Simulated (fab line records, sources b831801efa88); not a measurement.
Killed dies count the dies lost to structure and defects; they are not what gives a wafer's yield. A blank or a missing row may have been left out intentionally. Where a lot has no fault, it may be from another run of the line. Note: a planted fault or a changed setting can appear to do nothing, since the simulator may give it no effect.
One fault through the eyes of 2 desks	flow gf180mcu	only its own numbers are on each desk; what lay behind them is given at the end

THE METROLOGY DESK
Means of the sampled wafers that have a number, per lot and without regard to the tool the lot ran on: this is what the gauges read. The brackets show how far a lot's mean lies from the usual mean; more than 4 standard deviations puts the lot out of limits, marked OUT. It has 11 readings; the 7 that lie furthest out on some lot are the ones shown.
Columns: A = cd_nm at GF_NSD_CD_MEAS_07, usual 399.9 nm; B = cd_nm at GF_PSD_CD_MEAS_07, usual 399.9 nm; C = PSD_OVL at GF_PSD_OVL_MEAS_08, usual 0.2 nm; D = PSD_TW at GF_PSD_TW_MEAS_11, usual 3169; E = NSD_RS at GF_PSD_RS_MEAS_14, usual 45.94 ohm/sq; F = PSD_RS at GF_PSD_RS_MEAS_15, usual 108.54 ohm/sq; G = cd_nm at GF_SAB_CD_MEAS_09, usual 420.3 nm
lot	first seen here	A	B	C	D	E	F	G
L889	day 15 01:48	400.4	400.2	-1.4	3155	46.04	108.84	419.3
L895	day 17 01:55	402.3	398.4	-0.4	3175	45.96	108.30	423.2
L897	day 17 17:50	400.8	400.7	-0.4	3159	45.99	108.84	423.3
L902	day 19 07:20	402.7	399.2	1.3	3199	45.90	108.50	420.4
L904	day 19 22:26	402.3	403.9	-0.4	3163	45.96	108.70	422.8
L908	day 21 06:32	398.2	397.6	1.9	3182	45.92	108.45	417.6
Result from this desk: across the 6 lots, nothing is out of limits.

AT THE TOOL OWNER'S DESK: implanter-02
The tool's own readings at GF_NSD_IMPLANT_09: means of the sampled wafers that have a number, for each lot that ran on this tool. The brackets show how far a lot's mean lies from the usual mean; more than 4 standard deviations puts the lot out of limits, marked OUT.
Columns: A = beam_energy_keV at GF_NSD_IMPLANT_09, usual 60.634; B = beam_on_s at GF_NSD_IMPLANT_09, usual 18.7 s; C = faraday_current_uA at GF_NSD_IMPLANT_09, usual 11797; D = tilt_deg at GF_NSD_IMPLANT_09, usual 6.997 degrees
lot	first seen here	A	B	C	D
L889	day 16 01:50	60.620	18.0	12131	7.003
L895	day 18 02:10	60.649	18.0	12180	7.001
L897	day 18 18:03	60.613	18.3	11929	7.007
Result from this desk: across the 3 lots, nothing is out of limits.

ALL TOGETHER
Nothing out of limits was seen by the metrology desk.
The tool owner's desk saw nothing out of limits.

WHAT THE SIMULATOR HAD PUT IN
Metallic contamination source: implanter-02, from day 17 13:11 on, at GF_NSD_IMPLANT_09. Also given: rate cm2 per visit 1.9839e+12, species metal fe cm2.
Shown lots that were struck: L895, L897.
